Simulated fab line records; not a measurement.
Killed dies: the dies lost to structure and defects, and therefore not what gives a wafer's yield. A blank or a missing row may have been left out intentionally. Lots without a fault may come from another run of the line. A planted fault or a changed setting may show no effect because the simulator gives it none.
fab line records -- flow sky130
record lots=6, wafers=18, lastDay=50
route steps=708 shown POLY_GATE@227 LDD_N@237 PAD_OPEN@708
lots untouched by any fault: they come from a run of this same line in which no faults occurred
startH: start of the lot's first displayed wafer, in hours after the record's first day -- waitH: hours elapsed since this lot's preceding step -- " identical to the entry in the row above -- L1.1+2: a single row standing in for several wafers -- - value missing, or start not given -- * or withheld: withheld -- < > ~ a bound
route shown NAME@n: names a module that has steps shown in the file, with the first one's number in the route -- usual: mean/standard deviation taken from wafers without a fault -- same: alike in all rows -- chamber/n: place in a boat -- sites: the reading at each site -- _std_site: their standard deviation -- _edge_site: the outer-site mean with the inner-site mean subtracted -- radiusMm: for every site, how far away it sits from the centre of the wafer -- mask NAME#n: copy n -- behind: the tool/chamber that last shaped the wafer -- hold: what put the lot on hold/how long, in hours/how the hold closed -- device: whichever transistor did not switch (one of n, p or np) -- end of line: at the end of the route, the tests of the same wafers -- a step given without rows: its recipe and nothing more -- killed: the dies lost at the first sort to structure and to defects; this is not the yield of the wafer -- map: shows each die of a wafer: x if killed, . if not, _ if none is there
set.NAME: the setting the step ran with; set.NAME@STEP: the setting that earlier step ran with -- model.NAME: the simulator's own value behind a step, which no gauge read
lots seen at some steps along the route; tables by step, rows by wafer
services: the hour from which a tool's chamber was out of use, counted from the record's first day as startH (under 0 if before that day), plus the number of hours and why
## steps
# step SKY_POLY_GATE_CD_MEAS_13
# recipe targetCdNm=150
# usual cdNm=150.0/1.5
lot.wafer,tool,chamber,startH,waitH,cdNm
L792.1,cdSem-01,-,417.92,-,150.3
L792.2,cdSem-01,-,417.92,-,151.7
L792.5,cdSem-01,-,417.92,-,150.2
L801.2,cdSem-01,-,493.70,-,151.5
L801.5,cdSem-01,-,493.70,-,151.5
L801.6,cdSem-01,-,493.70,-,151.0
L802.3,cdSem-02,-,503.62,-,153.0
L802.4,cdSem-02,-,503.62,-,151.5
L802.5,cdSem-02,-,503.62,-,152.0
L804.1,cdSem-02,-,514.73,-,150.9
L804.3,cdSem-02,-,514.73,-,150.5
L804.4,cdSem-02,-,514.73,-,150.1
L809.1,cdSem-01,-,560.33,-,151.6
L809.3,cdSem-01,-,560.33,-,151.1
L809.5,cdSem-01,-,560.33,-,151.0
L810.1,cdSem-01,-,566.63,-,150.0
L810.3,cdSem-01,-,566.63,-,149.3
L810.6,cdSem-01,-,566.63,-,149.9
# step SKY_POLY_GATE_OVL_MEAS_14
# usual POLY_GATE_OVL=2/4.7
lot.wafer,tool,chamber,startH,waitH,POLY_GATE_OVL[nm]
L792.1,overlay-02,-,418.04,0.1,1
L792.2,overlay-02,-,418.04,0.1,3
L792.5,overlay-02,-,418.04,0.1,-2
L801.2,overlay-01,-,493.80,0.1,4
L801.5,overlay-01,-,493.80,0.1,0
L801.6,overlay-01,-,493.80,0.1,2
L802.3,overlay-01,-,503.71,0.1,7
L802.4,overlay-01,-,503.71,0.1,15
L802.5,overlay-01,-,503.71,0.1,12
L804.1,overlay-02,-,514.85,0.1,-3
L804.3,overlay-02,-,514.85,0.1,-5
L804.4,overlay-02,-,514.85,0.1,2
L809.1,overlay-01,-,560.45,0.1,1
L809.3,overlay-01,-,560.45,0.1,3
L809.5,overlay-01,-,560.45,0.1,0
L810.1,overlay-01,-,566.75,0.1,0
L810.3,overlay-01,-,566.75,0.1,0
L810.6,overlay-01,-,566.75,0.1,4
# step SKY_POLY_GATE_ETCH_15
# recipe chemistry=N2/H2, target=BARC, ionEnergyEv=200, sourceW=500, biasW=100, pressureMtorr=30, n2FlowSccm=100, h2FlowSccm=200, stopOn=SiO2, timeS=118.5, targetDepthA=1100
# usual drypumpMotorCurrentA=5.6/0.46, oesProductAu=0.715/0.0048, throttleValvePct=13.212/0.0088
lot.wafer,tool,chamber,startH,waitH,drypumpMotorCurrentA,oesProductAu,rfHoursCounterH,throttleValvePct
L792.1,rieDiel-02,3,418.08,0.0,5.3,0.716,3,13.220
L792.2,rieDiel-02,1,418.08,0.0,5.7,0.714,50,13.200
L792.5,rieDiel-02,1,418.08,0.0,5.7,0.718,-,13.215
L801.2,rieDiel-04,0,493.83,0.0,5.1,0.718,57,13.185
L801.5,rieDiel-04,1,493.83,0.0,5.8,0.712,-,13.212
L801.6,rieDiel-04,0,493.83,0.0,5.1,0.708,-,13.195
L802.3,rieDiel-04,1,503.73,0.0,5.8,0.717,15,13.219
L802.4,rieDiel-04,3,503.73,0.0,5.3,0.711,45,13.220
L802.5,rieDiel-04,3,503.73,0.0,5.3,0.720,-,13.213
L804.1,rieDiel-02,0,514.88,0.0,5.6,0.713,9,13.211
L804.3,rieDiel-02,2,514.88,0.0,6.0,0.719,1,13.207
L804.4,rieDiel-02,3,514.88,0.0,5.3,0.719,5,13.216
L809.1,rieDiel-01,1,560.48,0.0,5.3,0.714,5,13.212
L809.3,rieDiel-01,3,560.48,0.0,5.5,0.721,75,13.203
L809.5,rieDiel-01,3,560.48,0.0,5.5,0.723,-,13.200
L810.1,rieDiel-04,0,566.78,0.0,5.1,0.724,58,13.224
L810.3,rieDiel-04,3,566.78,0.0,5.3,0.713,46,13.215
L810.6,rieDiel-04,3,566.78,0.0,5.3,0.715,-,13.220
# step SKY_POLY_GATE_ETCH_16
# recipe stopOn=poly-Si, chemistry=CH3F/O2, target=Si3N4, sourceW=400, biasW=80, pressureMtorr=25, ch3fFlowSccm=40, O2_flow_sccm=30, timeS=147.5, targetDepthA=750
# usual ch3fFlowSccm=40.01/0.11, drypumpMotorCurrentA=5.6/0.47, oesProductAu=0.641/0.0055, throttleValvePct=10.535/0.0088
lot.wafer,tool,chamber,startH,waitH,ch3fFlowSccm,drypumpMotorCurrentA,oesProductAu,rfHoursCounterH,throttleValvePct
L792.1,rieDiel-02,3,418.16,0.0,39.93,5.3,0.635,3,10.531
L792.2,rieDiel-02,1,418.16,0.0,39.84,5.7,0.644,50,10.533
L792.5,rieDiel-02,1,418.16,0.0,39.80,5.7,0.643,-,10.545
L801.2,rieDiel-04,0,493.92,0.0,39.92,5.1,0.632,57,10.549
L801.5,rieDiel-04,1,493.92,0.0,39.94,5.7,0.637,-,10.533
L801.6,rieDiel-04,0,493.92,0.0,39.72,5.1,0.636,-,10.528
L802.3,rieDiel-04,1,503.82,0.0,40.09,5.8,0.644,15,10.540
L802.4,rieDiel-04,3,503.82,0.0,39.93,5.3,0.631,45,10.540
L802.5,rieDiel-04,3,503.82,0.0,39.93,5.3,0.636,-,10.525
L804.1,rieDiel-02,0,514.97,0.0,39.96,5.6,0.647,9,10.524
L804.3,rieDiel-02,2,514.97,0.0,39.70,6.0,0.637,1,10.538
L804.4,rieDiel-02,3,514.97,0.0,40.00,5.3,0.645,5,10.528
L809.1,rieDiel-01,1,560.57,0.0,39.83,5.2,0.644,5,10.532
L809.3,rieDiel-01,3,560.57,0.0,40.01,5.5,0.637,75,10.531
L809.5,rieDiel-01,3,560.57,0.0,40.10,5.5,0.642,-,10.542
L810.1,rieDiel-04,0,566.87,0.0,39.95,5.1,0.641,58,10.515
L810.3,rieDiel-04,3,566.87,0.0,40.10,5.3,0.643,46,10.544
L810.6,rieDiel-04,3,566.87,0.0,40.02,5.3,0.642,-,10.542
# step SKY_POLY_GATE_ETCH_17
# recipe targetDepthNm=180, stopOn=SiO2, overEtchFrac=0.56667, chemistry=HBr/Cl2, target=poly-Si, icpW=400, biasW=100, pressureMtorr=10, HBr_flow_sccm=150, Cl2_flow_sccm=50, timeS=70.5
# usual drypumpMotorCurrentA=5.9/0.54, mfcCl2Sccm=49.98/0.18, oesProductAu=0.984/0.0066, throttleValvePct=33.684/0.0095
lot.wafer,tool,chamber,startH,waitH,drypumpMotorCurrentA,mfcCl2Sccm,oesProductAu,rfHoursCounterH,throttleValvePct
L792.1,rieSi-01,0,418.26,0.0,5.2,49.98,0.976,15,33.667
L792.2,rieSi-01,1,418.26,0.0,5.5,50.06,0.975,24,33.668
L792.5,rieSi-01,0,418.26,0.0,5.2,49.82,0.974,-,33.683
L801.2,rieSi-01,1,494.01,0.0,5.5,49.83,0.974,25,33.676
L801.5,rieSi-01,1,494.01,0.0,5.5,49.96,0.980,-,33.670
L801.6,rieSi-01,2,494.01,0.0,6.4,50.07,0.987,-,33.674
L802.3,rieSi-02,0,503.91,0.0,6.6,50.03,0.986,2,33.668
L802.4,rieSi-02,3,503.91,0.0,5.6,49.84,0.989,4,33.698
L802.5,rieSi-02,1,503.91,0.0,5.2,49.64,0.992,-,33.672
L804.1,rieSi-02,0,515.07,0.0,6.6,49.74,0.976,2,33.675
L804.3,rieSi-02,3,515.07,0.0,5.6,49.88,0.980,4,33.687
L804.4,rieSi-02,1,515.07,0.0,5.2,50.15,0.987,6,33.677
L809.1,rieSi-01,3,560.66,0.0,5.7,50.00,0.988,1,33.699
L809.3,rieSi-01,1,560.66,0.0,5.5,50.18,0.984,25,33.693
L809.5,rieSi-01,3,560.66,0.0,5.8,50.00,0.997,-,33.674
L810.1,rieSi-02,0,566.96,0.0,6.6,49.69,0.976,3,33.694
L810.3,rieSi-02,2,566.96,0.0,6.4,50.20,0.989,6,33.680
L810.6,rieSi-02,3,566.96,0.0,5.6,50.03,0.979,-,33.681
# step SKY_POLY_GATE_STRIP_18
# recipe chemistry=O2/N2, powerW=1400, pressureMtorr=1500, platenTempC=withheld, o2FlowSccm=3000, n2FlowSccm=300, overashFraction=0.5
# usual drypumpMotorCurrentA=5.8/0.31, oesProductAu=0.360/0.0052, stripTimeToEndpointS=3.161/0.028
lot.wafer,tool,chamber,startH,waitH,drypumpMotorCurrentA,oesProductAu,rfHoursCounterH,stripTimeToEndpointS
L792.1,plasmaAsher-04,1,418.31,0.0,6.0,0.360,73,3.141
L792.2,plasmaAsher-04,0,418.31,0.0,5.8,0.362,73,3.208
L792.5,plasmaAsher-04,1,418.31,0.0,6.0,0.368,-,3.195
L801.2,plasmaAsher-03,0,494.07,0.0,4.9,0.363,70,3.158
L801.5,plasmaAsher-03,1,494.07,0.0,5.8,0.366,-,3.153
L801.6,plasmaAsher-03,0,494.07,0.0,4.9,0.369,-,3.141
L802.3,plasmaAsher-01,1,504.00,0.1,5.9,0.367,-,3.167
L802.4,plasmaAsher-01,0,504.00,0.1,5.9,0.362,-,3.193
L802.5,plasmaAsher-01,1,504.00,0.1,5.9,0.364,-,3.188
L804.1,plasmaAsher-04,1,515.12,0.0,6.0,0.355,9,3.154
L804.3,plasmaAsher-04,1,515.12,0.0,6.0,0.362,-,3.119
L804.4,plasmaAsher-04,0,515.12,0.0,5.8,0.365,-,3.151
L809.1,plasmaAsher-01,0,560.72,0.0,5.9,0.365,83,3.153
L809.3,plasmaAsher-01,1,560.72,0.0,5.9,0.353,-,3.159
L809.5,plasmaAsher-01,0,560.72,0.0,5.8,0.358,-,3.144
L810.1,plasmaAsher-01,0,567.02,0.0,5.9,0.358,84,3.221
L810.3,plasmaAsher-01,1,567.02,0.0,5.9,0.355,-,3.217
L810.6,plasmaAsher-01,1,567.02,0.0,5.9,0.361,-,3.183
# step SKY_POLY_GATE_CLEAN_19
# recipe chemistry=SC1/SC2, mix=1:4:20, tempC=70, timeS=150, dry=n2Spin
# step SKY_POLY_GATE_OXIDATION_20
# recipe tempC=850, ambient=O2, stabiliseS=600, purgeS=300, targetThkA=40, oxTimeS=899
# step SKY_POLY_GATE_THK_MEAS_21
# recipe reads=SiO2_of_POLY_GATE_OXIDATION_20
# usual POLY_GATE_OXIDATION_THK=4.00/0.097
lot.wafer,tool,chamber,startH,waitH,POLY_GATE_OXIDATION_THK[nm]
L792.1,filmMetro-02,-,421.14,0.0,4.12
L792.2,filmMetro-02,-,421.14,0.0,4.10
L792.5,filmMetro-02,-,421.14,0.0,4.14
L801.2,filmMetro-04,-,495.48,0.0,4.04
L801.5,filmMetro-04,-,495.48,0.0,4.01
L801.6,filmMetro-04,-,495.48,0.0,4.02
L802.3,filmMetro-04,-,505.74,0.0,4.16
L802.4,filmMetro-04,-,505.74,0.0,4.06
L802.5,filmMetro-04,-,505.74,0.0,4.06
L804.1,filmMetro-02,-,517.21,0.0,4.09
L804.3,filmMetro-02,-,517.21,0.0,4.12
L804.4,filmMetro-02,-,517.21,0.0,4.14
L809.1,filmMetro-04,-,562.12,0.0,3.82
L809.3,filmMetro-04,-,562.12,0.0,3.94
L809.5,filmMetro-04,-,562.12,0.0,3.94
L810.1,filmMetro-02,-,568.42,0.0,4.11
L810.3,filmMetro-02,-,568.42,0.0,3.99
L810.6,filmMetro-02,-,568.42,0.0,3.88
# step SKY_POLY_GATE_CD_MEAS_22
# usual cdNm=150.5/1.8
lot.wafer,tool,chamber,startH,waitH,cdNm
L792.1,cdSem-02,-,421.20,0.1,150.7
L792.2,cdSem-02,-,421.20,0.1,150.5
L792.5,cdSem-02,-,421.20,0.1,149.8
L801.2,cdSem-02,-,495.56,0.1,153.5
L801.5,cdSem-02,-,495.56,0.1,150.8
L801.6,cdSem-02,-,495.56,0.1,152.4
L802.3,cdSem-01,-,505.83,0.1,151.7
L802.4,cdSem-01,-,505.83,0.1,149.9
L802.5,cdSem-01,-,505.83,0.1,152.7
L804.1,cdSem-02,-,517.27,0.1,151.3
L804.3,cdSem-02,-,517.27,0.1,149.0
L804.4,cdSem-02,-,517.27,0.1,150.1
L809.1,cdSem-02,-,562.18,0.1,152.8
L809.3,cdSem-02,-,562.18,0.1,151.9
L809.5,cdSem-02,-,562.18,0.1,151.3
L810.1,cdSem-01,-,568.48,0.1,152.5
L810.3,cdSem-01,-,568.48,0.1,149.3
L810.6,cdSem-01,-,568.48,0.1,151.0
# step SKY_LDD_N_DEHYDRATE_00
# recipe tempC=200, timeS=60
# step SKY_LDD_N_HMDS_01
# recipe primeTimeS=60, primeTempC=120
# step SKY_LDD_N_COAT_02
# recipe resist=NOVOLAK, spinRpm=3000, resistThkNm=300
# usual spinSpeedRpm=2999.7/2.1
lot.wafer,tool,chamber,startH,waitH,spinSpeedRpm,model.NOVOLAK_of_LDD_N_COAT_02.thkNm
L792.1,lithoTrack-02,0,436.13,0.1,2994.8,300.1
L792.2,lithoTrack-02,0,436.13,0.1,2996.7,300.5
L792.5,lithoTrack-02,0,436.13,0.1,2993.6,301.1
L801.2,lithoTrack-02,0,510.60,0.1,2844.3,309
L801.5,lithoTrack-02,0,510.60,0.1,2840.1,308.8
L801.6,lithoTrack-02,0,510.60,0.1,2842.5,308.8
L802.3,lithoTrack-02,0,521.08,0.1,2842.7,308.9
L802.4,lithoTrack-02,0,521.08,0.1,2843.2,307.7
L802.5,lithoTrack-02,0,521.08,0.1,2844.0,308
L804.1,lithoTrack-04,0,532.28,0.1,3002.6,300.9
L804.3,lithoTrack-04,0,532.28,0.1,3002.9,300.9
L804.4,lithoTrack-04,0,532.28,0.1,3000.8,302
L809.1,lithoTrack-03,0,575.87,0.1,2999.3,300.3
L809.3,lithoTrack-03,0,575.87,0.1,2999.7,301.7
L809.5,lithoTrack-03,0,575.87,0.1,3004.5,299.6
L810.1,lithoTrack-04,0,583.73,0.1,3002.3,300.7
L810.3,lithoTrack-04,0,583.73,0.1,3003.2,300.9
L810.6,lithoTrack-04,0,583.73,0.1,3000.4,301.1
# step SKY_LDD_N_SOFTBAKE_03
# recipe tempC=90, timeS=60, resist=NOVOLAK
# step SKY_LDD_N_EXPOSE_04
# recipe maskId=NTM, targetCdNm=840, na=0.6, sourceShape=conventional, sigmaOuter=0.6, doseMj=110
# step SKY_LDD_N_PEB_05
# recipe tempC=withheld, timeS=*, resist=NOVOLAK
# step SKY_LDD_N_DEVELOP_06
# recipe developTimeS=60, devTempC=23
lot.wafer,tool,chamber,startH,waitH,model.NOVOLAK_of_LDD_N_COAT_02.thkNm
L792.1,lithoTrack-02,0,452.03,0.1,299.7
L792.2,lithoTrack-02,0,452.03,0.1,300.1
L792.5,lithoTrack-02,0,452.03,0.1,300.7
L801.2,lithoTrack-03,0,525.29,0.1,308.6
L801.5,lithoTrack-03,0,525.29,0.1,308.4
L801.6,lithoTrack-03,0,525.29,0.1,308.3
L802.3,lithoTrack-03,0,535.52,0.1,308.5
L802.4,lithoTrack-03,0,535.52,0.1,307.3
L802.5,lithoTrack-03,0,535.52,0.1,307.6
L804.1+3,lithoTrack-04,0,546.83,0.1,300.5
L804.4,lithoTrack-04,0,546.83,0.1,301.6
L809.1,lithoTrack-04,0,591.23,0.1,299.9
L809.3,lithoTrack-04,0,591.23,0.1,301.3
L809.5,lithoTrack-04,0,591.23,0.1,299.2
L810.1,lithoTrack-02,0,597.73,0.1,300.3
L810.3,lithoTrack-02,0,597.73,0.1,300.5
L810.6,lithoTrack-02,0,597.73,0.1,300.7
# step SKY_LDD_N_OVL_MEAS_07
# usual LDD_N_OVL=-1.1/1.4
lot.wafer,tool,chamber,startH,waitH,LDD_N_OVL[nm]
L792.1,overlay-01,-,452.18,0.1,2.2
L792.2,overlay-01,-,452.18,0.1,-0.4
L792.5,overlay-01,-,452.18,0.1,2.0
L801.2,overlay-01,-,525.43,0.1,-2.4
L801.5,overlay-01,-,525.43,0.1,-2.7
L801.6,overlay-01,-,525.43,0.1,-2.5
L802.3,overlay-01,-,535.63,0.1,-3.7
L802.4,overlay-01,-,535.63,0.1,-4.6
L802.5,overlay-01,-,535.63,0.1,-0.6
L804.1,overlay-01,-,546.98,0.1,-0.3
L804.3,overlay-01,-,546.98,0.1,-0.9
L804.4,overlay-01,-,546.98,0.1,-0.5
L809.1,overlay-01,-,591.38,0.1,-1.7
L809.3,overlay-01,-,591.38,0.1,0.2
L809.5,overlay-01,-,591.38,0.1,-2.8
L810.1,overlay-02,-,597.88,0.1,-1.3
L810.3,overlay-02,-,597.88,0.1,-1.5
L810.6,overlay-02,-,597.88,0.1,-0.3
# step SKY_LDD_N_IMPLANT_08
# recipe species=As, energyKev=20, doseCm2=7.5e+13, tiltDeg=withheld, rotationDeg=23
# step SKY_LDD_N_IMPLANT_09
# recipe species=As, energyKev=20, doseCm2=7.5e+13, tiltDeg=withheld, rotationDeg=113
# step SKY_LDD_N_IMPLANT_10
# recipe species=As, energyKev=20, doseCm2=7.5e+13, tiltDeg=withheld, rotationDeg=203
# step SKY_LDD_N_IMPLANT_11
# recipe species=As, energyKev=20, doseCm2=7.5e+13, tiltDeg=withheld, rotationDeg=293
# step SKY_LDD_N_IMPLANT_12
# recipe species=BF2, energyKev=50, doseCm2=5e+12, tiltDeg=30, rotationDeg=0
# step SKY_LDD_N_IMPLANT_13
# recipe species=BF2, energyKev=50, doseCm2=5e+12, tiltDeg=30, rotationDeg=90
# step SKY_LDD_N_IMPLANT_14
# recipe species=BF2, energyKev=50, doseCm2=5e+12, tiltDeg=30, rotationDeg=180
# step SKY_LDD_N_IMPLANT_15
# recipe species=BF2, energyKev=50, doseCm2=5e+12, tiltDeg=30, rotationDeg=270
# step SKY_LDD_N_STRIP_16
# recipe chemistry=O2/N2, powerW=1400, pressureMtorr=1500, platenTempC=withheld, o2FlowSccm=3000, n2FlowSccm=300, overashFraction=0.5
# usual drypumpMotorCurrentA=5.7/0.34, oesProductAu=0.407/0.0047, stripTimeToEndpointS=4.323/0.012
lot.wafer,tool,chamber,startH,waitH,drypumpMotorCurrentA,oesProductAu,rfHoursCounterH,stripTimeToEndpointS
L792.1,plasmaAsher-04,1,453.41,0.1,6.0,0.408,2,4.291
L792.2,plasmaAsher-04,0,453.41,0.1,5.8,0.414,2,4.329
L792.5,plasmaAsher-04,1,453.41,0.1,6.0,0.409,-,4.310
L801.2,plasmaAsher-02,1,526.66,0.1,5.8,0.409,42,4.429
L801.5,plasmaAsher-02,0,526.66,0.1,5.7,0.411,-,4.418
L801.6,plasmaAsher-02,1,526.66,0.1,5.8,0.406,-,4.439
L802.3,plasmaAsher-04,1,536.89,0.1,6.0,0.417,-,4.421
L802.4,plasmaAsher-04,0,536.89,0.1,5.8,0.410,-,4.406
L802.5,plasmaAsher-04,0,536.89,0.1,5.8,0.415,-,4.421
L804.1,plasmaAsher-04,1,549.41,0.2,6.0,0.414,13,4.335
L804.3,plasmaAsher-04,1,549.41,0.2,6.0,0.403,-,4.317
L804.4,plasmaAsher-04,0,549.41,0.2,5.8,0.405,-,4.333
L809.1,plasmaAsher-02,1,592.61,0.1,5.8,0.407,49,4.314
L809.3,plasmaAsher-02,0,592.61,0.1,5.7,0.421,-,4.325
L809.5,plasmaAsher-02,1,592.61,0.1,5.8,0.406,-,4.310
L810.1,plasmaAsher-03,0,599.11,0.1,4.9,0.407,77,4.311
L810.3,plasmaAsher-03,1,599.11,0.1,5.8,0.409,-,4.328
L810.6,plasmaAsher-03,0,599.11,0.1,4.9,0.413,-,4.323
# step SKY_LDD_N_TW_MEAS_17
# usual LDD_N_TW=2605/29
lot.wafer,tool,chamber,startH,waitH,LDD_N_TW
L792.1,filmMetro-01,-,453.51,0.1,2652
L792.2,filmMetro-01,-,453.51,0.1,2662
L792.5,filmMetro-01,-,453.51,0.1,2654
L801.2,filmMetro-03,-,526.77,0.1,2586
L801.5,filmMetro-03,-,526.77,0.1,2575
L801.6,filmMetro-03,-,526.77,0.1,2575
L802.3,filmMetro-03,-,536.98,0.1,2571
L802.4,filmMetro-03,-,536.98,0.1,2579
L802.5,filmMetro-03,-,536.98,0.1,2573
L804.1,filmMetro-02,-,549.51,0.1,2623
L804.3,filmMetro-02,-,549.51,0.1,2612
L804.4,filmMetro-02,-,549.51,0.1,2624
L809.1,filmMetro-03,-,592.71,0.1,2590
L809.3,filmMetro-03,-,592.71,0.1,2592
L809.5,filmMetro-03,-,592.71,0.1,2587
L810.1,filmMetro-01,-,599.21,0.1,2630
L810.3,filmMetro-01,-,599.21,0.1,2627
L810.6,filmMetro-01,-,599.21,0.1,2641
# step SKY_PAD_OPEN_PROBE_99
# usual killed_at_M0_to_M3=44/7.7, killed_at_M4_up=3.2/1.7, killedAtContacts=24/5.3, killedAtFrontEnd=15/4.3, killedAtOther=0.3/0.57, killedDies=87/11, killedOpen=47/7.4, killedShort=40/6.5
# same grossDies=492, killedAtBackSide=0
lot.wafer,tool,chamber,startH,waitH,killed_at_M0_to_M3,killed_at_M4_up,killedAtContacts,killedAtFrontEnd,killedAtOther,killedDies,killedOpen,killedShort
L792.1,prober-02,-,1111.25,0.1,40,6,22,9,0,77,39,38
L792.2,prober-02,-,1111.30,0.1,45,4,28,11,0,88,54,34
L792.5,prober-02,-,1111.45,0.2,41,3,29,11,1,85,44,41
L801.2,prober-01,-,1155.81,0.1,38,4,19,17,1,79,46,32
L801.5,prober-01,-,1155.96,0.2,44,4,22,17,2,89,46,42
L801.6,prober-01,-,1156.01,0.2,48,2,26,23,1,100,50,50
L802.3,prober-02,-,1162.39,0.2,33,3,23,16,0,75,41,33
L802.4,prober-02,-,1162.44,0.2,35,5,26,20,0,86,50,36
L802.5,prober-02,-,1162.49,0.2,44,4,23,15,0,86,52,34
L804.1,prober-01,-,1169.55,0.1,50,4,33,14,0,101,57,44
L804.3,prober-01,-,1169.65,0.2,53,5,18,12,1,89,46,42
L804.4,prober-01,-,1169.70,0.2,45,2,22,15,0,84,49,35
L810.1,prober-01,-,1194.14,0.1,33,4,24,17,2,80,43,36
L810.3,prober-01,-,1194.24,0.2,35,4,20,12,0,71,38,33
L810.6,prober-01,-,1194.39,0.2,44,1,27,12,1,85,40,44
# killed by level:class
L792.1 VIA1:geometricParticle:open=9 LI_CONTACT:geometricParticle:open=8 VIA3:geometricParticle:open=7 METAL1:geometricParticle:short=6 METAL2:geometricParticle:short=6 LOCAL_INTERCONNECT:geometricParticle:short=5 METAL4:geometricParticle:short=4 LI_CONTACT:geometricParticle:short=3
L792.2 CONTACT:geometricParticle:open=15 VIA1:geometricParticle:open=12 VIA2:geometricParticle:open=9 VIA3:geometricParticle:open=8 CONTACT:geometricParticle:short=6 METAL2:geometricParticle:short=5 FIELD_ISO:geometricParticle:short=3 POLY_GATE:geometricParticle:short=3
L792.5 CONTACT:geometricParticle:open=12 VIA2:geometricParticle:open=9 LOCAL_INTERCONNECT:geometricParticle:short=6 CONTACT:geometricParticle:short=6 VIA3:geometricParticle:open=6 LI_CONTACT:geometricParticle:open=5 VIA1:geometricParticle:short=4 VIA1:geometricParticle:open=4
L801.2 CONTACT:geometricParticle:open=11 VIA1:geometricParticle:open=8 POLY_GATE:geometricParticle:open=7 METAL2:geometricParticle:short=7 VIA3:geometricParticle:open=5 FIELD_ISO:geometricParticle:open=4 METAL1:geometricParticle:short=4 VIA2:geometricParticle:open=4
L801.5 VIA1:geometricParticle:open=12 LI_CONTACT:geometricParticle:open=8 VIA3:geometricParticle:open=6 CONTACT:geometricParticle:open=6 FIELD_ISO:geometricParticle:short=5 FIELD_ISO:geometricParticle:open=4 POLY_GATE:geometricParticle:open=4 VIA2:geometricParticle:short=4
L801.6 VIA1:geometricParticle:open=15 CONTACT:geometricParticle:open=8 VIA1:geometricParticle:short=8 FIELD_ISO:geometricParticle:short=6 CONTACT:geometricParticle:short=5 POLY_GATE:geometricParticle:short=5 LI_CONTACT:geometricParticle:short=5 METAL1:geometricParticle:short=5
L802.3 VIA3:geometricParticle:open=7 CONTACT:geometricParticle:open=7 CONTACT:geometricParticle:short=7 VIA1:geometricParticle:open=6 FIELD_ISO:geometricParticle:open=5 LI_CONTACT:geometricParticle:open=5 VIA2:geometricParticle:open=5 FIELD_ISO:geometricParticle:short=4
L802.4 CONTACT:geometricParticle:open=10 LI_CONTACT:geometricParticle:open=8 VIA3:geometricParticle:open=7 VIA1:geometricParticle:open=6 SPACER:geometricParticle:open=5 POLY_GATE:geometricParticle:short=4 METAL1:geometricParticle:short=4 METAL2:geometricParticle:short=4
L802.5 VIA1:geometricParticle:open=12 CONTACT:geometricParticle:open=11 VIA3:geometricParticle:open=8 LI_CONTACT:geometricParticle:open=6 METAL2:geometricParticle:short=5 LI_CONTACT:geometricParticle:short=4 METAL1:geometricParticle:short=4 VIA1:geometricParticle:short=4
L804.1 VIA1:geometricParticle:open=15 LI_CONTACT:geometricParticle:open=12 CONTACT:geometricParticle:open=10 METAL1:geometricParticle:short=9 VIA2:geometricParticle:open=6 FIELD_ISO:geometricParticle:short=4 POLY_GATE:geometricParticle:open=4 VIA1:geometricParticle:short=4
L804.3 VIA1:geometricParticle:open=15 CONTACT:geometricParticle:short=8 VIA2:geometricParticle:open=7 VIA3:geometricParticle:open=6 METAL1:geometricParticle:short=6 LI_CONTACT:geometricParticle:open=5 METAL2:geometricParticle:short=5 FIELD_ISO:geometricParticle:short=4
L804.4 LI_CONTACT:geometricParticle:open=12 VIA1:geometricParticle:open=11 VIA2:geometricParticle:open=6 CONTACT:geometricParticle:open=5 METAL2:geometricParticle:short=5 FIELD_ISO:geometricParticle:short=4 FIELD_ISO:geometricParticle:open=4 VIA3:geometricParticle:short=4
L810.1 CONTACT:geometricParticle:open=8 LOCAL_INTERCONNECT:geometricParticle:short=7 VIA3:geometricParticle:open=6 VIA1:geometricParticle:open=5 VIA1:geometricParticle:short=5 VIA2:geometricParticle:open=5 FIELD_ISO:geometricParticle:open=4 LI_CONTACT:geometricParticle:open=4
L810.3 VIA3:geometricParticle:open=9 CONTACT:geometricParticle:open=7 CONTACT:geometricParticle:short=5 METAL2:geometricParticle:short=5 VIA1:geometricParticle:open=5 LI_CONTACT:geometricParticle:open=4 VIA3:geometricParticle:short=4 FIELD_ISO:geometricParticle:short=3
L810.6 VIA1:geometricParticle:short=9 LI_CONTACT:geometricParticle:open=8 VIA1:geometricParticle:open=8 CONTACT:geometricParticle:short=7 VIA3:geometricParticle:open=6 POLY_GATE:geometricParticle:short=5 CONTACT:geometricParticle:open=5 POLY_GATE:geometricParticle:open=4
## services
tool,chamber,startH,hours,kind
rieDiel-02,2,398.00,-,clean
rieDiel-02,2,398.00,26.1,scheduledDown
rieDiel-02,2,398.00,26.1,ventCycle
rieDiel-01,3,412.64,2.4,repair
plasmaAsher-03,-,418.12,2.8,pm
rieSi-02,0,419.94,3.7,repair
plasmaAsher-04,-,421.25,9.0,pm
plasmaAsher-04,0,421.25,9.0,ventCycle
plasmaAsher-04,1,421.25,9.0,ventCycle
plasmaAsher-04,0,430.25,-,clean
plasmaAsher-04,1,430.25,-,clean
plasmaAsher-01,-,445.00,2.0,repair
rieDiel-01,1,458.08,7.6,repair
rieDiel-01,-,466.31,31.5,repair
plasmaAsher-03,-,494.48,44.3,pm
rieDiel-04,3,496.25,3.6,repair
rieDiel-04,1,513.51,2.3,repair
rieDiel-04,2,515.70,14.8,repair
rieSi-01,1,522.98,11.6,repair
rieDiel-01,3,526.91,4.8,repair
rieSi-02,-,541.96,1.1,repair
plasmaAsher-02,-,567.58,1.8,repair
rieDiel-02,2,576.43,4.3,repair
plasmaAsher-01,-,597.15,1.4,repair
## key
firstSign step=SKY_LDD_N_COAT_02, reading=spinSpeedRpm, direction=down, sigmas=75, usual=2999.7, struck=2842.8
effect step=SKY_LDD_N_STRIP_16, reading=stripTimeToEndpointS, direction=up, sigmas=8.1, usual=*, struck=*
modelEffect step=SKY_LDD_N_COAT_02, value=NOVOLAK_of_LDD_N_COAT_02.thkNm, without=300.4, struck=308.5
modelEffect step=SKY_LDD_N_DEVELOP_06, value=NOVOLAK_of_LDD_N_COAT_02.thkNm, without=300, struck=308.1
metAt SKY_LDD_N_COAT_02
struckWafers L801.2,L801.5,L801.6,L802.3,L802.4,L802.5
testerLeftOut L801,L802
onsetBetween 436.13 510.60
fault kind=processParameterDrift, tool=lithoTrack-02, chamber=-, onsetH=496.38, steps=SKY_LDD_N_COAT_02, channel=spinRpm, offset=-155.38, shape=step, endH=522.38, actsIn=theseRecipesOnly, stated=3000
# testerLeftOut: of these lots the tester's yield and bins aren't shown, on N5 and GAA mostly nor the transistor test; their killed dies are dies lost to structure and defects alone, not to doping, threshold or leakage, so they don't give the yield
